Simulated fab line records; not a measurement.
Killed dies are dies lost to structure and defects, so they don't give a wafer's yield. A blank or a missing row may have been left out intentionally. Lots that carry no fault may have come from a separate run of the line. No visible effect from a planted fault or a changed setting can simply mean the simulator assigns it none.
A struck lot beside a sound one || flow gf180mcu || 16 steps out of a route of 602
Sound: the wafers L485.1, L485.3, L485.4. Struck: wafer L499.2 (L499.3, L499.6, from the same lot, were not struck and are left out); the cause is given at the end.
Order at every step that has rows: each side's tool, ch and its chambers, its first start. Under that, the readings that differ: sound wafers || struck wafers || difference of the means || sigmas: that difference in standard deviations of wafers without a fault.
alike: a reading whose means differ by less than 2 such deviations, as well as words and numbers matching on both sides. not compared: withheld readings; readings where some wafer has no value; bounds like >300 that might hide an equal value; numbers whose values overlap and for which the record gives no deviation.
A row with sigmas, a row that says differs or no value, or rows on one side alone: a step with any of these is where the two part. Numbers that have no deviation but don't overlap get no sigmas and don't part them. Lack of a reading on every wafer of one side parts them only where that side has two or more wafers.

GF_M4_SPUTTER_04: material TiN, target thk 50 nm, time 41.7 s.
  sound on pvd sputter-01, day 24 06:03; struck on pvd sputter-01, day 28 13:43
  alike: cathode dc power W, throttle valve pct
GF_M4_RS_MEAS_05: uses a four-point probe to measure.
  sound on film metro-01, day 24 06:05; struck on film metro-02, day 28 13:47
  alike: M4_ALCU_RS
GF_M4_THK_MEAS_06: measures by xrf.
  sound on film metro-01, day 24 06:13; struck on film metro-02, day 28 13:53
  alike: M4_ALCU_THK
then, 7 steps without rows for these wafers: GF_M4_DEHYDRATE_07 (time 60 s); GF_M4_HMDS_08 (prime time 60 s); GF_M4_COAT_09 (resist thk 1000 nm); GF_M4_SOFTBAKE_10 (time 60 s); GF_M4_EXPOSE_11 (exposes mask Metal4, target cd 280 nm); GF_M4_PEB_12 (peb time 90 s); GF_M4_DEVELOP_13 (develop time 60 s).
GF_M4_CD_MEAS_14: the cd target is 280 nm.
  sound on cd sem-02, day 25 03:51; struck on cd sem-01, day 29 08:01
  alike: cd nm
GF_M4_OVL_MEAS_15:
  sound on overlay-02, day 25 03:58; struck on overlay-01, day 29 08:08
  alike: M4_OVL
GF_M4_METAL_ETCH_16: etches the open film in Cl2/BCl3, stops on SiO2, target depth 627.5 nm, time 104.6 s.
  sound on rie metal-01 ch 1, day 25 04:01; struck on rie metal-01 ch 0, day 29 08:10
{"reading": "model.KrF_of_M4_COAT_09.thk nm (nm)", "sound": "732.4 733 736.8", "struck": 648, "difference": -86, "sigmas": ""}
  alike: drypump motor current A, oes product au, throttle valve pct
  not compared: rf hours counter h
GF_M4_STRIP_17: strips in O2/N2.
  sound on plasma asher-03 ch 0,1, day 25 04:14; struck on plasma asher-02 ch 1, day 29 08:16
{"reading": "heater power w (W)", "sound": "287 327 282", "struck": 412, "difference": "+113", "sigmas": "+3"}
{"reading": "oes product au (a.u.)", "sound": "0.558 0.560 0.559", "struck": 0.530, "difference": -0.029, "sigmas": -6}
{"reading": "strip time to endpoint s (s)", "sound": "7.83 7.88 7.89", "struck": 7.02, "difference": -0.85, "sigmas": -16}
  alike: drypump motor current A, n2 flow sccm
  not compared: rf hours counter h
then, 2 steps without rows for these wafers: GF_M4_STRIP_18 (strips in post etch residue remover, time 1200 s); GF_PASSIVATION_PROBE_99.

WHERE THEY PART
Within this record, at GF_M4_STRIP_17 only.

WHY: what had been put in by the simulator
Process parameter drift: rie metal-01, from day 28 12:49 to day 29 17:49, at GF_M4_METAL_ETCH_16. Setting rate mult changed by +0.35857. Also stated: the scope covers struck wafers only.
